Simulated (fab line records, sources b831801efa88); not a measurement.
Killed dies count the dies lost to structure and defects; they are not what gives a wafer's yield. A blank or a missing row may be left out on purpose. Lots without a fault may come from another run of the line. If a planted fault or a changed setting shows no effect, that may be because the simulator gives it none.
Check for tools in common	flow sky130	Sampled: 13 lots, 39 wafers

WHY IT WAS OPENED
Of 13 lots, 1 have the reading SONOS_ONO_CVD_02_THK flagged at SKY_SONOS_ONO_THK_MEAS_03. Fault-free wafers read 10.49 nm, with a standard deviation of 0.15.
Rule: a lot is flagged when every wafer of it that has a number lies more than 4 standard deviations from that mean, or none has a number. As for the other lots, they are considered sound.

lot	measured	on	SONOS_ONO_CVD_02_THK (nm), wafer by wafer	flag
L758	day 13 05:47	filmMetro-04	10.36 10.49 10.53	
L761	day 13 09:59	filmMetro-04	10.74 10.69 10.69	
L764	day 13 22:19	filmMetro-03	10.24 10.29 10.48	
L763	day 13 22:19	filmMetro-01	10.50 10.51 10.51	
L765	day 14 02:34	filmMetro-01	10.49 10.62 10.58	
L766	day 14 14:11	filmMetro-03	8.05 8.18 8.11	FLAGGED
L774	day 17 08:50	filmMetro-01	10.43 10.53 10.66	
L775	day 17 16:56	filmMetro-04	10.58 10.59 10.48	
L776	day 18 01:54	filmMetro-03	10.68 10.55 10.55	
L777	day 18 10:00	filmMetro-01	10.42 10.54 10.48	
L778	day 18 22:36	filmMetro-04	10.34 10.40 10.38	
L780	day 19 09:22	filmMetro-01	10.10 9.98 10.07	
L781	day 19 12:59	filmMetro-01	10.53 10.60 10.57	
On average the flagged lots' numbers are 8.11 nm, which is -2.38 nm against the usual, or -16 standard deviations.

EACH LOT AND THE TOOL IT RAN ON
The record keeps 1 process step preceding the reading, out of 708 steps on the route. Every cell lists first the tool, next ch and the chambers used by the sampled wafers, and last the start.
lot	flag	SKY_SONOS_ONO_CVD_02
L758		lpcvd-02 ch 1, day 13 04:44
L761		lpcvd-02 ch 0, day 13 08:56
L764		lpcvd-02 ch 0, day 13 21:14
L763		lpcvd-02 ch 0, day 13 21:14
L765		lpcvd-02 ch 1, day 14 01:29
L766	FLAGGED	lpcvd-02 ch 1, day 14 12:35
L774		lpcvd-02 ch 0, day 17 07:16
L775		lpcvd-02 ch 1, day 17 15:22
L776		lpcvd-02 ch 0, day 18 00:20
L777		lpcvd-02 ch 1, day 18 08:26
L778		lpcvd-02 ch 1, day 18 21:01
L780		lpcvd-02 ch 1, day 19 07:48
L781		lpcvd-02 ch 1, day 19 11:25
What is done by these steps:
- SKY_SONOS_ONO_CVD_02: deposits Si3N4 from DCS/NH3, target thk 10.5 nm, time 180 s.
- SKY_SONOS_ONO_THK_MEAS_03

FLAGGED AGAINST TOTAL, ONE TOOL AT A TIME (gauges that did the reading follow at the end)
step	tool	lots run	flagged	share of the flagged lots	sound lots run after its first flagged lot
SKY_SONOS_ONO_CVD_02	lpcvd-02	13	1	all	7 (L774,L775,L776,L777,L778,L780,L781)
SKY_SONOS_ONO_THK_MEAS_03	filmMetro-01	6	0	none	-
SKY_SONOS_ONO_THK_MEAS_03	filmMetro-03	3	1	all	1 (L776)
SKY_SONOS_ONO_THK_MEAS_03	filmMetro-04	4	0	none	-

WHAT THE TABLE ALLOWS
Rows of the table that ran all the flagged lots, 2 in number: lpcvd-02 at SKY_SONOS_ONO_CVD_02; filmMetro-03 at SKY_SONOS_ONO_THK_MEAS_03.
- lpcvd-02 at SKY_SONOS_ONO_CVD_02 ran 13 lots, 1 of them flagged. Sound lots followed the first flagged one (L774, L775, L776, L777, L778, L780, L781) on it, something a lasting fault affecting the whole tool could not allow.
- filmMetro-03 at SKY_SONOS_ONO_THK_MEAS_03 ran 3 lots, 1 of them flagged. Sound lots followed the first flagged one (L776) on it, something a lasting fault affecting the whole tool could not allow.
None of the table's rows ran every flagged lot and, after the first, no sound lot.

WHAT THE SIMULATOR HAD PUT IN
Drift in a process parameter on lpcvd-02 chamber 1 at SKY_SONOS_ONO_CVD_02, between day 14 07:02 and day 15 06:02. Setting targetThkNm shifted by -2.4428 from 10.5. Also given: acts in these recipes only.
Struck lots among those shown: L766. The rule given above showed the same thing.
